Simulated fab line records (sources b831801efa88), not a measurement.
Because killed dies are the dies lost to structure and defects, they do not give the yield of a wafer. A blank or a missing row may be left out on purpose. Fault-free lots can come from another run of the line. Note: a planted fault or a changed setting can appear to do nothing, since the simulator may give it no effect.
Which tool was responsible? | flow gf180mcu | 33 wafers from 11 lots sampled at 4 of the route's 602 steps

WHAT THE GAUGES SHOWED, per wafer
GF_SALICIDE_THK_MEAS_05: measures by xrf. Usual: for SALICIDE_TIN_THK the level is 19.0 nm and the standard deviation is 0.37.
lot  | measured     | on           | SALICIDE_TIN_THK (nm) | flag
L818 | day 15 21:43 | filmMetro-02 | 18.7 18.2 18.1        | 
L820 | day 16 19:25 | filmMetro-03 | 18.9 19.3 19.2        | 
L821 | day 17 02:35 | filmMetro-01 | 19.2 19.1 19.4        | 
L822 | day 17 10:23 | filmMetro-03 | 19.1 19.3 19.6        | 
L823 | day 17 18:58 | filmMetro-03 | 18.5 18.4 18.8        | 
L824 | day 18 01:59 | filmMetro-02 | 18.8 18.9 18.4        | 
L831 | day 20 15:50 | filmMetro-01 | 18.7 18.7 18.6        | 
L833 | day 21 06:24 | filmMetro-02 | 18.8 19.5 19.1        | 
L834 | day 21 19:14 | filmMetro-01 | 18.8 18.8 19.0        | 
L837 | day 22 17:16 | filmMetro-02 | 18.5 18.3 18.7        | 
L839 | day 23 02:38 | filmMetro-03 | 18.5 18.4 18.8        | 

GF_CONTACT_BOW_MEAS_05. Usual: for CONTACT_BOW the level is 64 um and the standard deviation is 7.4.
lot  | measured     | on           | CONTACT_BOW (um) | flag
L818 | day 15 22:38 | filmMetro-01 | 65 61 59         | 
L820 | day 16 20:22 | filmMetro-01 | 75 69 68         | 
L821 | day 17 03:30 | filmMetro-03 | 51 61 49         | 
L822 | day 17 11:19 | filmMetro-04 | 74 73 75 - - -   | 
L823 | day 17 19:52 | filmMetro-04 | 62 74 61 - - -   | 
L824 | day 18 02:58 | filmMetro-04 | 51 60 60 - - -   | 
L831 | day 20 16:43 | filmMetro-03 | 69 68 52         | 
L833 | day 21 07:17 | filmMetro-04 | 69 66 71         | 
L834 | day 21 20:10 | filmMetro-04 | 75 67 66         | 
L837 | day 22 18:34 | filmMetro-03 | 77 68 83         | 
L839 | day 23 03:37 | filmMetro-01 | 69 70 65         | 

WHICH TOOL RAN EACH LOT (tool, then ch and the chambers of the sampled wafers, then the start)
lot  | GF_SAB_STRIP_13                     | GF_CONTACT_CMP_04
L818 | plasmaAsher-03 ch 0,1, day 15 21:22 | cmp-02 ch 0,1,3, day 15 22:26
L820 | plasmaAsher-04 ch 0,1, day 16 19:04 | cmp-02 ch 0,1,2, day 16 20:04
L821 | plasmaAsher-04 ch 0,1, day 17 02:13 | cmp-02 ch 1,2, day 17 03:14
L822 | plasmaAsher-03 ch 1, day 17 10:01   | cmp-02 ch 0,1,2, day 17 11:06
L823 | plasmaAsher-04 ch 0,1, day 17 18:37 | cmp-02 ch 1,2, day 17 19:34
L824 | plasmaAsher-03 ch 0,1, day 18 01:34 | cmp-02 ch 1,2,3, day 18 02:40
L831 | plasmaAsher-04 ch 0,1, day 20 15:28 | cmp-02 ch 0,2,3, day 20 16:28
L833 | plasmaAsher-02 ch 0,1, day 21 06:02 | cmp-02 ch 0,2, day 21 07:01
L834 | plasmaAsher-03 ch 0,1, day 21 18:51 | cmp-02 ch 0,2,3, day 21 19:56
L837 | plasmaAsher-03 ch 1, day 22 16:54   | cmp-02 ch 1,2, day 22 18:16
L839 | plasmaAsher-03 ch 1, day 23 02:13   | cmp-02 ch 0,2, day 23 03:19
- GF_SAB_STRIP_13: strips in O2/N2.
- GF_CONTACT_CMP_04: polishes SiO2.

AS READ BY THE TOOLS THEMSELVES (means over the sampled wafers that have a number; for cases with no such wafer, the mark the record gives instead)
GF_SAB_STRIP_13. Usual: drypumpMotorCurrentA 6.0 A, standard deviation 0.35; heaterPowerW 313 W, standard deviation 28; oesProductAu 0.710 a.u., standard deviation 0.0044; stripTimeToEndpointS 12.61 s, standard deviation 0.039.
lot  | tool           | drypumpMotorCurrentA (A) | heaterPowerW (W) | oesProductAu (a.u.) | stripTimeToEndpointS (s) | flag
L818 | plasmaAsher-03 | 5.9                      | 334              | 0.717               | 12.53                    | 
L820 | plasmaAsher-04 | 6.1                      | 297              | 0.710               | 12.59                    | 
L821 | plasmaAsher-04 | 6.2                      | 320              | 0.712               | 12.63                    | 
L822 | plasmaAsher-03 | 5.6                      | 351              | 0.709               | 12.60                    | 
L823 | plasmaAsher-04 | 6.1                      | 298              | 0.711               | 12.62                    | 
L824 | plasmaAsher-03 | 5.9                      | 337              | 0.705               | 12.62                    | 
L831 | plasmaAsher-04 | 6.2                      | 312              | 0.708               | 12.53                    | 
L833 | plasmaAsher-02 | 6.1                      | 292              | 0.707               | 12.58                    | 
L834 | plasmaAsher-03 | 5.9                      | 332              | 0.709               | 12.62                    | 
L837 | plasmaAsher-03 | 5.5                      | 356              | 0.708               | 12.64                    | 
L839 | plasmaAsher-03 | 5.6                      | 357              | 0.711               | 12.64                    | 

GF_CONTACT_CMP_04. Usual: motorCurrentA 12.6 A, standard deviation 0.71; slurryFlowMlMin 150.0, standard deviation 0.46; timeToEndpointS 104 s, standard deviation 6.8.
lot  | tool   | motorCurrentA (A) | slurryFlowMlMin | timeToEndpointS (s) | flag
L818 | cmp-02 | 12.1              | 150.1           | 104                 | 
L820 | cmp-02 | 11.8              | 149.8           | 109                 | 
L821 | cmp-02 | 12.6              | 149.9           | 108                 | 
L822 | cmp-02 | 12.2              | 150.4           | 123                 | 
L823 | cmp-02 | 12.5              | 149.5           | 121                 | 
L824 | cmp-02 | 12.4              | 149.7           | 113                 | 
L831 | cmp-02 | 12.1              | 150.3           | 99                  | 
L833 | cmp-02 | 11.5              | 150.1           | 101                 | 
L834 | cmp-02 | 12.3              | 150.4           | 100                 | 
L837 | cmp-02 | 12.5              | 150.0           | 105                 | 
L839 | cmp-02 | 11.9              | 149.8           | 106                 | 

THE ANSWER, worked out from the rows above alone
Rule: a lot counts as off when the mean over its wafers that have a number is more than 3 standard deviations away from the usual mean. A lot without any number at a reading at which 4 lots or more have one is off too. All remaining lots with rows at the step are treated as sound. After the gauges, taken in route order, come the tools' own readings; for these a lot's mean is taken, as printed above. At the first step where some lot is off, the reading lying furthest off is the one used; lots without a number count as furthest.
Nothing can be told from this: no lot is off at any reading shown.

WHAT THE SIMULATOR HAD PUT IN
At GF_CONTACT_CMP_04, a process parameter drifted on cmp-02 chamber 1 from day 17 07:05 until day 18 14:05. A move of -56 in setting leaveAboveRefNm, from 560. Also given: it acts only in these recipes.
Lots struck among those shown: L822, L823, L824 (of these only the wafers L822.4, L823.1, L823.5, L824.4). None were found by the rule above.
